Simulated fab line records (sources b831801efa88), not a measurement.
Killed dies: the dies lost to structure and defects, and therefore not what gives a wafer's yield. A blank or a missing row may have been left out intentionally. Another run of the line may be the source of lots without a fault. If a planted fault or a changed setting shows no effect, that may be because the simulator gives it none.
fab line records	flow gf180mcu
record: lots: 12	wafers: 36	lastDay: 34
route steps=602 shown MIM@507 V5@540
lots untouched by any fault: they come from a run of this same line in which no faults occurred
startH: the number of hours between the record's first day and the start of the first shown wafer of the lot	waitH: hours since the lot's step before	" unchanged from the row above	L1.1+2: a single row standing in for several wafers	- no value, or no start given	* or withheld: withheld	< > ~ a bound
route shown NAME@n: NAME is a module with steps in the file, n the number in the route of the first one	usual: mean and standard deviation over wafers with no fault	same: alike in all rows	chamber/n: place in a boat	sites: readings site by site	_std_site: their standard deviation	_edge_site: inner sites' mean taken away from outer sites' mean	radiusMm: how far each site lies from the wafer's centre	mask NAME#n: copy n	behind: the most recent tool/chamber to have shaped the wafer	hold: the reason the lot was held/the length of the hold in hours/how it ended	device: names the non-switching transistor (n, p or np)	end of line: tests run on the same wafers once the route is complete	where a step has no rows: the recipe by itself	killed: the dies lost at the first sort to structure and to defects; this is not the yield of the wafer	map: a wafer's dies, x killed, . not, _ none there
set.NAME: the setting as run; set.NAME@STEP: as run at that earlier step	model.NAME: the simulator's own value behind a step, which no gauge read
the route's steps for a sample of lots (tables are steps, rows are wafers)
services: from which hour (startH, from the record's first day; less than 0 if before it) a tool's chamber was out of use, for how many hours, and why
== steps ==
step: GF_MIM_SPUTTER_04
recipe: material: TiN	targetThkNm: 50	powerW: 6500	timeS: 41.7	chamberPressurePa: 0.4
usual: cathodeDcPowerW: 6499.9/1.2	throttleValvePct: 30.0/1.4
lot.wafer	tool	chamber	startH	waitH	cathodeDcPowerW	throttleValvePct
L446.1	pvdSputter-02	-	585.24	0.0	6499.8	28.9
L446.3	"	-	"	"	6500.2	29.4
L446.4	"	-	"	"	6498.6	30.8
L447.1	pvdSputter-02	-	604.08	0.0	6501.3	30.8
L447.3	"	-	"	"	6499.0	29.1
L447.6	"	-	"	"	6498.7	30.9
L449.1	pvdSputter-01	-	626.50	0.0	6501.4	28.1
L449.2	"	-	"	"	6499.2	29.6
L449.6	"	-	"	"	6497.2	27.5
L451.2	pvdSputter-04	-	640.22	0.0	6501.0	30.9
L451.3	"	-	"	"	6499.6	32.4
L451.4	"	-	"	"	6498.3	31.1
L452.1	pvdSputter-02	-	644.07	0.0	6499.8	29.0
L452.4	"	-	"	"	6498.6	29.9
L452.5	"	-	"	"	6500.3	29.8
L453.3	pvdSputter-02	-	645.69	0.0	6499.4	29.2
L453.4	"	-	"	"	6502.0	29.1
L453.6	"	-	"	"	6499.6	31.0
L454.2	pvdSputter-04	-	669.18	0.0	6500.0	30.9
L454.3	"	-	"	"	6501.4	28.4
L454.5	"	-	"	"	6498.6	31.1
L458.2	pvdSputter-02	-	686.87	0.0	6501.9	29.6
L458.3	"	-	"	"	6499.4	29.1
L458.5	"	-	"	"	6497.4	29.8
L462.2	pvdSputter-01	-	713.89	0.0	6500.0	27.8
L462.3	"	-	"	"	6500.2	31.5
L462.6	"	-	"	"	6501.0	27.9
L463.1	pvdSputter-01	-	718.04	0.0	6499.9	29.6
L463.4	"	-	"	"	6498.2	28.1
L463.5	"	-	"	"	6499.5	27.6
L464.3	pvdSputter-04	-	726.44	0.0	6501.4	31.0
L464.4	"	-	"	"	6499.8	32.7
L464.6	"	-	"	"	6497.8	30.9
L465.2	pvdSputter-04	-	732.96	0.0	6501.7	28.3
L465.3	"	-	"	"	6498.8	32.4
L465.6	"	-	"	"	6500.3	32.2
step: GF_MIM_SPUTTER_09
recipe: material: TiN	targetThkNm: 35	powerW: 6500	timeS: 29.2	chamberPressurePa: 0.4
usual: cathodeDcPowerW: 6500.0/1.2	throttleValvePct: 29.9/1.4
lot.wafer	tool	chamber	startH	waitH	cathodeDcPowerW	throttleValvePct
L446.1	pvdSputter-01	-	585.46	0.0	6499.2	31.6
L446.3	"	-	"	"	6498.5	29.8
L446.4	"	-	"	"	6498.5	29.8
L447.1	pvdSputter-04	-	604.28	0.0	6499.5	32.2
L447.3	"	-	"	"	6498.9	30.8
L447.6	"	-	"	"	6502.2	28.2
L449.1	pvdSputter-04	-	626.70	0.0	6498.8	31.2
L449.2	"	-	"	"	6499.5	32.4
L449.6	"	-	"	"	6500.5	30.8
L451.2	pvdSputter-01	-	640.42	0.0	6500.0	28.4
L451.3	"	-	"	"	6499.3	27.6
L451.4	"	-	"	"	6500.4	31.4
L452.1	pvdSputter-04	-	644.27	0.0	6500.5	31.5
L452.4	"	-	"	"	6499.6	31.0
L452.5	"	-	"	"	6500.3	31.2
L453.3	pvdSputter-04	-	645.89	0.0	6499.9	32.5
L453.4	"	-	"	"	6499.6	28.2
L453.6	"	-	"	"	6499.0	30.8
L454.2	pvdSputter-02	-	669.38	0.0	6497.8	29.7
L454.3	"	-	"	"	6500.7	30.7
L454.5	"	-	"	"	6498.7	29.4
L458.2	pvdSputter-04	-	687.07	0.0	6500.4	32.4
L458.3	"	-	"	"	6499.7	28.5
L458.5	"	-	"	"	6499.1	31.0
L462.2	pvdSputter-04	-	714.09	0.0	6501.3	30.9
L462.3	"	-	"	"	6501.3	30.8
L462.6	"	-	"	"	6498.3	28.3
L463.1	pvdSputter-04	-	718.24	0.0	6499.7	28.2
L463.4	"	-	"	"	6502.3	32.6
L463.5	"	-	"	"	6500.1	28.4
L464.3	pvdSputter-02	-	726.64	0.0	6499.6	30.9
L464.4	"	-	"	"	6496.9	29.4
L464.6	"	-	"	"	6499.7	29.8
L465.2	pvdSputter-02	-	733.16	0.0	6499.5	28.6
L465.3	"	-	"	"	6498.3	30.7
L465.6	"	-	"	"	6499.8	30.9
step: GF_MIM_STRIP_20
recipe: chemistry: O2/N2	powerW: 1400	pressureMtorr: 1500	platenTempC: 250	o2FlowSccm: 3000	n2FlowSccm: 300	overashFraction: 0.5
usual: drypumpMotorCurrentA: 5.6/0.4	heaterPowerW: 345/47	oesProductAu: 0.692/0.0044	platenTempC: 249.99/0.19	stripTimeToEndpointS: 11.20/0.035
lot.wafer	tool	chamber	startH	waitH	drypumpMotorCurrentA	heaterPowerW	oesProductAu	platenTempC	rfHoursCounterH	stripTimeToEndpointS
L446.1	plasmaAsher-04	0	606.93	0.1	4.9	386	0.697	250.15	81	11.28
L446.3	"	0	"	"	4.9	385	0.691	250.25	-	11.24
L446.4	"	1	"	"	6.0	304	0.694	249.76	-	11.25
L447.1	plasmaAsher-02	0	626.13	0.1	5.8	429	0.689	249.79	106	11.18
L447.3	"	0	"	"	5.8	420	0.694	249.90	-	11.19
L447.6	"	0	"	"	5.8	423	0.694	249.81	-	11.20
L449.1	plasmaAsher-02	1	647.43	0.1	6.2	303	0.694	249.74	108	11.17
L449.2	"	0	"	"	5.7	436	0.689	250.05	108	11.19
L449.6	"	1	"	"	6.2	307	0.691	249.56	-	11.20
L451.2	plasmaAsher-02	0	660.24	0.1	5.7	438	0.694	249.97	110	11.19
L451.3	"	0	"	"	5.7	424	0.694	250.20	-	11.22
L451.4	"	1	"	"	6.3	292	0.695	250.43	-	11.22
L452.1	plasmaAsher-04	0	663.32	0.0	4.9	386	0.694	249.87	87	11.25
L452.4	"	1	"	"	5.9	296	0.699	249.77	-	11.17
L452.5	"	1	"	"	5.9	303	0.697	250.11	-	11.18
L453.3	plasmaAsher-01	0	665.45	0.1	5.2	310	0.687	250.00	-	11.25
L453.4	"	1	"	"	5.7	338	0.694	249.86	-	11.20
L453.6	"	0	"	"	5.2	317	0.686	250.13	-	11.15
L454.2	plasmaAsher-01	1	688.88	0.0	5.7	348	0.695	250.14	63	11.18
L454.3	"	0	"	"	5.2	315	0.697	250.26	-	11.25
L454.5	"	1	"	"	5.7	336	0.702	249.73	-	11.21
L458.2	plasmaAsher-01	1	705.78	0.0	5.7	339	0.689	249.99	65	11.21
L458.3	"	0	"	"	5.2	313	0.695	250.10	-	11.24
L458.5	"	0	"	"	5.2	329	0.687	250.15	-	11.25
L462.2	plasmaAsher-04	1	732.51	0.0	6.0	301	0.693	249.81	93	11.18
L462.3	"	0	"	"	4.9	397	0.692	249.83	-	11.19
L462.6	"	1	"	"	5.9	300	0.688	250.04	-	11.16
L463.1	plasmaAsher-01	0	736.38	0.1	5.2	316	0.692	249.94	68	11.20
L463.4	"	0	"	"	5.2	319	0.687	249.80	-	11.15
L463.5	"	0	"	"	5.2	327	0.690	249.72	-	11.21
L464.3	plasmaAsher-02	0	744.46	0.1	5.7	440	0.691	249.86	-	11.18
L464.4	"	1	"	"	6.2	298	0.691	250.06	-	11.20
L464.6	"	1	"	"	6.2	301	0.687	249.93	-	11.22
L465.2	plasmaAsher-02	1	751.16	0.0	6.2	294	0.703	250.05	1	11.23
L465.3	"	0	"	"	5.7	450	0.697	250.10	-	11.25
L465.6	"	0	"	"	5.7	439	0.694	250.39	-	11.24
step: GF_V5_CVD_00
recipe: material: SiO2	targetThkNm: 300	sigmaOpenFrac: 0.3	tempC: 400	timeS: 50	sih4FlowSccm: 60	pressureMtorr: 6
lot.wafer	tool	chamber	startH	waitH
L446.1+3+4	hdpcvd-01	0,1,0	629.88	0.0
L447.1+3+6	hdpcvd-02	0,1,0	648.07	0.0
L449.1+2+6	hdpcvd-02	2,1,2	668.65	0.0
L451.2+3+4	hdpcvd-01	0,1,2	680.86	0.0
L452.1+4+5	hdpcvd-01	0,1,0	683.97	0.0
L453.3+4+6	hdpcvd-02	0,2,0	686.31	0.0
L454.2+3+5	hdpcvd-01	1,2,1	709.24	0.0
L458.2+3+5	hdpcvd-02	0,1,1	724.54	0.0
L462.2+3+6	hdpcvd-02	0,1,2	750.73	0.0
L463.1+4+5	hdpcvd-01	0,2,1	755.38	0.0
L463.1+4+5	hdpcvd-01	0,2,1	755.59	0.2
L464.3+4+6	hdpcvd-02	0,0,1	761.92	0.0
L464.3+4+6	hdpcvd-02	0,0,1	762.14	0.2
L465.2+3+6	hdpcvd-01	1,0,1	769.04	0.0
step: GF_V5_THK_MEAS_01
recipe: reads: SiO2_of_V5_CVD_00
usual: V5_CVD_00_THK: 301/3.1
lot.wafer	tool	chamber	startH	waitH	V5_CVD_00_THK[nm]
L446.1	filmMetro-03	-	629.93	0.0	298
L446.3	"	-	"	"	305
L446.4	"	-	"	"	299
L447.1	filmMetro-04	-	648.12	0.0	300
L447.3	"	-	"	"	300
L447.6	"	-	"	"	300
L449.1	filmMetro-04	-	668.69	0.0	299
L449.2	"	-	"	"	304
L449.6	"	-	"	"	298
L451.2	filmMetro-04	-	680.91	0.0	301
L451.3	"	-	"	"	304
L451.4	"	-	"	"	303
L452.1	filmMetro-04	-	684.01	0.0	296
L452.4	"	-	"	"	301
L452.5	"	-	"	"	296
L453.3	filmMetro-04	-	686.42	0.1	303
L453.4	"	-	"	"	304
L453.6	"	-	"	"	303
L454.2	filmMetro-02	-	709.30	0.0	302
L454.3	"	-	"	"	302
L454.5	"	-	"	"	305
L458.2	filmMetro-04	-	724.59	0.0	309
L458.3	"	-	"	"	306
L458.5	"	-	"	"	302
L462.2	filmMetro-04	-	750.79	0.0	299
L462.3	"	-	"	"	301
L462.6	"	-	"	"	297
L463.1	filmMetro-03	-	755.64	0.0	592
L463.4	"	-	"	"	602
L463.5	"	-	"	"	601
L464.3	filmMetro-03	-	762.28	0.1	605
L464.4	"	-	"	"	604
L464.6	"	-	"	"	607
L465.2	filmMetro-04	-	769.10	0.0	304
L465.3	"	-	"	"	297
L465.6	"	-	"	"	301
== services ==
tool	chamber	startH	hours	kind
pvdSputter-01	-	578.48	1.2	repair
pvdSputter-01	2	581.52	-	consumableReplace:kit
pvdSputter-01	2	581.52	18.0	scheduledDown
hdpcvd-01	-	584.92	14.6	pm
pvdSputter-04	-	605.96	5.5	repair
plasmaAsher-02	-	610.26	2.8	repair
hdpcvd-01	-	618.50	2.8	pm
hdpcvd-01	-	631.42	28.1	pm
pvdSputter-01	-	662.46	1.7	repair
pvdSputter-04	1	667.49	-	consumableReplace:kit
pvdSputter-04	1	667.49	18.0	scheduledDown
pvdSputter-04	1	667.49	18.0	ventCycle
plasmaAsher-02	-	670.51	1.6	repair
pvdSputter-02	0	672.24	-	consumableReplace:kit
pvdSputter-02	0	672.24	18.0	scheduledDown
pvdSputter-02	0	672.24	18.0	ventCycle
hdpcvd-01	-	674.74	1.7	repair
plasmaAsher-04	-	696.40	10.0	repair
plasmaAsher-04	-	721.24	2.6	repair
plasmaAsher-02	-	733.75	9.0	pm
pvdSputter-04	-	754.77	0.5	repair
pvdSputter-02	3	764.67	-	consumableReplace:kit
pvdSputter-02	3	764.67	18.0	scheduledDown
pvdSputter-02	3	764.67	18.0	ventCycle
== key ==
firstSign: step: GF_V5_CVD_00	reading: visit	direction: added
effect: step: GF_V5_THK_MEAS_01	reading: V5_CVD_00_THK	direction: up	sigmas: 95	usual: 301	struck: 602
metAt GF_V5_CVD_00
struckLots L463,L464
notActingAt GF_MIM_SPUTTER_04,GF_MIM_SPUTTER_09,GF_MIM_STRIP_20
fault: kind: repeatedStepWhole	tool: hdpcvd-01,hdpcvd-02	chamber: -	onsetH: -	steps: GF_V5_CVD_00	times: 1	scope: struckLotsOnly
